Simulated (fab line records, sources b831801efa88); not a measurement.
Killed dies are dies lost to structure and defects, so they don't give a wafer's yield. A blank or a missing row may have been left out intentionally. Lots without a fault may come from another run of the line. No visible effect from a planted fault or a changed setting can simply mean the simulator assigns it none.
Matching of chambers | flow gf180mcu | cmp-01 running GF_V3_CMP_04: 4 sister chambers
The step polishes SiO2. 4 wafers are shown with their chamber, then 10 later ones without.

== WAFERS PAIRED WITH THEIR CHAMBERS ==
wafer  | chamber | motor_current_A (A)
L285.1 | 2       | 11.3
L287.5 | 1       | 10.3
L291.1 | 0       | 12.1
L291.2 | 3       | 11.0

== WAFERS WITH NO CHAMBER GIVEN ==
wafer  | motor_current_A (A)
L291.3 | 11.3
L294.3 | 11.4
L294.4 | 12.2
L294.5 | 11.5
L295.2 | 11.8
L295.3 | 11.4
L295.5 | 11.8
L298.2 | 11.9
L298.3 | 11.2
L298.5 | 11.9

== WHICH CHAMBER EACH WENT THROUGH ==
wafer  | from the rows above     | in truth
L291.3 | can't be placed: 2 or 3 | 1
L294.3 | can't be placed: 2 or 3 | 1
L294.4 | 0                       | 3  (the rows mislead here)
L294.5 | can't be placed: 2 or 3 | 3
L295.2 | can't be placed: 0 or 2 | 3
L295.3 | can't be placed: 2 or 3 | 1
L295.5 | can't be placed: 0 or 2 | 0
L298.2 | 0                       | 0
L298.3 | can't be placed: 2 or 3 | 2
L298.5 | 0                       | 0
Correct placement for 2 of the 10. Cannot be placed on the basis of these rows: 7; the candidates contain the true chamber in 3. Placed wrongly: 1.
How it was worked out, from the rows above alone: a wafer's distance from a chamber is the root of the sum, over the readings, of the square of ((its reading less the chamber's mean) divided by the reading's scatter). The wafer belongs to the nearest chamber; if the next one is less than 2 further off, it can't be placed. The mean given for a chamber averages the wafers shown for that chamber. The scatter (one wafer shown for each chamber): square how far every hidden wafer sits from the nearest shown wafer, average those squares and take the square root.
